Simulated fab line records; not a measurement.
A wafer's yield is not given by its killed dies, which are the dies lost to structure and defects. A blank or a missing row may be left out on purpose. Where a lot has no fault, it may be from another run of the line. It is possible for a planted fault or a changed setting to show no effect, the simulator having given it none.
Matching of chambers	flow sky130	SKY_CONTACT_ETCH_16 on rie_diel-04 has 4 sister chambers
The step etches BARC in N2/H2, stops on SiO2, time 45.9 s, target depth 60 nm. 18 wafers are shown with their chamber, then 9 later ones without.

WAFERS, EACH WITH ITS CHAMBER
wafer	chamber	drypump_motor_current_A (A)	oes_product_au (a.u.)	throttle_valve_pct (%)
L075.1	3	5.7	0.844	13.228
L075.2	2	5.6	0.856	13.231
L075.5	2	5.6	0.852	13.224
L079.3	2	5.7	0.857	13.228
L079.4	1	6.2	0.852	13.219
L079.6	3	5.6	0.859	13.223
L080.1	2	5.6	0.861	13.215
L080.5	0	5.9	0.848	13.225
L080.6	3	5.7	0.844	13.221
L082.2	3	5.7	0.857	13.227
L082.3	1	6.2	0.856	13.223
L082.5	3	5.7	0.850	13.234
L086.3	0	5.9	0.853	13.226
L086.4	2	5.6	0.860	13.229
L086.6	2	5.6	0.859	13.217
L091.2	1	6.2	0.850	13.227
L091.5	1	6.3	0.856	13.225
L091.6	2	5.6	0.853	13.232

SIGNATURES (means of the wafers above)
reading	chamber 0	chamber 1	chamber 2	chamber 3	scatter within a chamber
drypump_motor_current_A	5.900	6.225	5.614	5.680	0.0415
oes_product_au	0.85050	0.85350	0.85686	0.85080	0.0047
throttle_valve_pct	13.22550	13.22350	13.22514	13.22660	0.00542
Rule: distance of a wafer from a chamber = root of the sum over the readings of ((wafer's reading minus chamber's mean) / reading's scatter) squared. The wafer belongs to the nearest chamber; if the next one is less than 2 further off, it can't be placed. The scatter is the square root of a quotient: the sum, over the shown wafers, of each reading's squared deviation from its chamber's mean, divided by wafers minus chambers.

WAFERS WITHOUT THEIR CHAMBER
wafer	drypump_motor_current_A (A)	oes_product_au (a.u.)	throttle_valve_pct (%)
L093.2	5.6	0.853	13.210
L093.4	5.9	0.860	13.233
L093.6	5.9	0.858	13.224
L094.2	5.6	0.853	13.236
L094.5	5.6	0.858	13.213
L094.6	5.9	0.857	13.237
L096.3	5.6	0.855	13.219
L096.4	6.2	0.855	13.209
L096.6	6.2	0.860	13.222

CHAMBER TAKEN BY EACH
wafer	from the rows above	in truth
L093.2	can't be placed: 2 or 3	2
L093.4	0	0
L093.6	0	0
L094.2	can't be placed: 2 or 3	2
L094.5	can't be placed: 2 or 3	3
L094.6	0	0
L096.3	can't be placed: 2 or 3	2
L096.4	1	1
L096.6	1	1
Correct placement for 5 of the 9. Can't be placed from these rows: 4 (the true chamber is among the candidates in 4). 0 placed wrongly.
